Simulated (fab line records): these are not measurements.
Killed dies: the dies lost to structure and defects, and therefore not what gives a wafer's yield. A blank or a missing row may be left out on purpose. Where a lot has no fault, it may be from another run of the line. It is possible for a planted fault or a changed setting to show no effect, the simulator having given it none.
Code-filled problem report in 8D (eight disciplines) form | flow gf180mcu | the parts of the form that need people (team, actions taken, sign-off) are left out

## 1. WHAT IS WRONG
SAB_CVD_00_THK at GF_SAB_THK_MEAS_01 reads a mean of 38.6 nm on 5 wafers of 3 lots; wafers without a fault read 50.0 nm with a standard deviation of 0.69. Relative to the usual mean, that is a shift of -17 standard deviations.
First seen on wafer L165.2, day 19 23:48, on film-metro-01. The record holds 41 wafers of 15 lots with a number at this step. The rule behind "out" and "out of limits": a value lying over 4 standard deviations away from the usual mean. The rest of the wafers with a number are treated as sound.

## 2. WHAT IT IS, AND WHAT IT ISN'T
question                    | is                                     | is not
which readings at this step | SAB_CVD_00_THK                         | -
which lots                  | L165, L169, L170                       | L150, L151, L152, L153, L154, L156, L157, L158, L159, L160, L171, L173
which wafers of those lots  | L165.2, L169.1, L169.2, L170.1, L170.2 | L165.4
read on which gauges        | film-metro-01                          | film-metro-02, film-metro-04
when                        | from day 19 23:48                      | up to then (30 sound wafers); but 6 sound wafers of L171, L173 came after

## 3. WHAT RULES OUT EACH SUSPECT
Counting: a tool at a process step up to the reading stays a suspect if it ran every lot that is out. Sound lots after the first of them don't rule it out here, since some wafers of a struck lot are sound.
- the gauge at GF_SAB_THK_MEAS_01: kept. All the wafers that are out were read on film-metro-01, and no step on other tools shows them out.
- pecvd-03 at GF_SAB_CVD_00 (deposits SiO2 from TEOS, target thk 50 nm, time 4.9302 s): kept. Ran every lot that is out, first one L165 (day 19 23:46); last sound lot up to then L160 (day 18 14:51).
The count leaves film-metro-01 at GF_SAB_THK_MEAS_01 and pecvd-03 at GF_SAB_CVD_00.

## 4. THE CAUSE (what the simulator had put in)
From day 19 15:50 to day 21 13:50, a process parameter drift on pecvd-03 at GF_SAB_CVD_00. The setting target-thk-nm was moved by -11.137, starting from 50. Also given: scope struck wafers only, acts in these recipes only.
2 suspects survive the count, and this tool is in that group.

## 5. THE CHAIN OF EFFECTS, in route order
Each row: a reading whose mean over the struck wafers that have a number lies more than 3 standard deviations from the usual. Scope: only readings with a usual standard deviation given in the record; hours: median across lots of the time from each lot's start at the first step in this table that gives one to its start at this step; sigmas: change in usual standard deviations.
hours | step               | reading        | usual   | on struck wafers | change | sigmas
0     | GF_SAB_THK_MEAS_01 | SAB_CVD_00_THK | 50.0 nm | 38.6             | -11.4  | -17

## 6. WHAT WOULD HAVE CAUGHT IT SOONER
The first out-of-limits reading at a measuring or inspecting step in this record came at day 19 23:48, 8 hours after the fault's start at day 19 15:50.
An alarm limit of 4 standard deviations would not have fired on the tool readings at GF_SAB_CVD_00 for which the record gives a usual standard deviation, since none of them was out on any struck wafer.
Among the 3 lots that are out, L169, L170 began GF_SAB_CVD_00 on pecvd-03 after day 19 23:48. A hold on the tool at that time would have spared those 2.
